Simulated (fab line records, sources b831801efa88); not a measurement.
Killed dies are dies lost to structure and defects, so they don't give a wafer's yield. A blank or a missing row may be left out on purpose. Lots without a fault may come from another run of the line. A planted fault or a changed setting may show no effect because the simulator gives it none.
One fault seen from 2 desks | flow gf180mcu | each desk has only its own numbers; what lay behind them comes last

THE METROLOGY DESK
What the gauges read, lot by lot, whatever tool the lot ran on: means of the sampled wafers that have a number. A lot is out of limits, marked OUT, if its mean lies more than 4 standard deviations from the usual mean; the brackets give that distance.
Columns: A = VT_IMPLANT_TW at GF_VT_IMPLANT_TW_MEAS_10, usual 562; B = DUAL_GATE_OXIDATION_00_THK at GF_DUAL_GATE_THK_MEAS_03, usual 10.81 nm
lot  | first seen here | A             | B
L607 | day 5 15:39     | 568           | 10.34
L608 | day 5 23:25     | 559           | 10.98
L611 | day 6 17:22     | 557           | 10.89
L613 | day 7 06:43     | 559           | 10.94
L617 | day 8 05:13     | 560           | 11.08
L618 | day 8 09:42     | 563           | 11.02
L619 | day 8 21:03     | 571           | 10.54
L620 | day 9 00:42     | 659 (+24) OUT | 10.54
L621 | day 9 06:49     | 568           | 10.71
L623 | day 9 19:29     | 659 (+24) OUT | 10.98
L629 | day 11 07:34    | 561           | 11.03
L630 | day 11 15:10    | 561           | 10.62
This desk's finding: out of limits on L620, L623; first on L620, day 9 00:42 (VT_IMPLANT_TW at GF_VT_IMPLANT_TW_MEAS_10). In limits: L607, L608, L611, L613, L617, L618, L619, L621, L629, L630.

THE TOOL OWNER'S DESK: implanter-02
The tool's own readings at GF_VT_IMPLANT_IMPLANT_08: means of the sampled wafers that have a number, for each lot that ran on this tool. A lot is out of limits, marked OUT, if its mean lies more than 4 standard deviations from the usual mean; the brackets give that distance.
Columns: A = dose_ions_cm2 at GF_VT_IMPLANT_IMPLANT_08, usual 8.291e+12; B = faraday_current_uA at GF_VT_IMPLANT_IMPLANT_08, usual 46.8
lot  | first seen here | A                           | B
L607 | day 5 15:24     | 8.285e+12                   | 46.5
L618 | day 8 09:27     | 8.294e+12                   | 46.9
L619 | day 8 20:48     | 8.287e+12                   | 46.6
L620 | day 9 00:27     | 1.383e+13 (+99 or more) OUT | 77.9 (+37) OUT
L623 | day 9 19:17     | 1.385e+13 (+99 or more) OUT | 78.9 (+38) OUT
This desk's finding: out of limits on L620, L623; first on L620, day 9 00:27 (dose_ions_cm2 at GF_VT_IMPLANT_IMPLANT_08). In limits: L607, L618, L619.

PUT TOGETHER
The tool owner's desk could have raised an alarm at day 9 00:27, on L620, L623.
The metrology desk could have raised an alarm at day 9 00:42, on L620, L623.
Of the lots named, all ran GF_VT_IMPLANT_IMPLANT_08 on implanter-02.

WHAT THE SIMULATOR HAD PUT IN
Process parameter drift: implanter-02, from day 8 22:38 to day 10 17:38, at GF_VT_IMPLANT_IMPLANT_08. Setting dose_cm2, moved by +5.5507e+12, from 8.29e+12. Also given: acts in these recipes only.
Lots struck among those shown: L620, L623.
Hours from the fault's start to each desk's first reading out of limits: the tool owner's desk, 2; the metrology desk, 2.
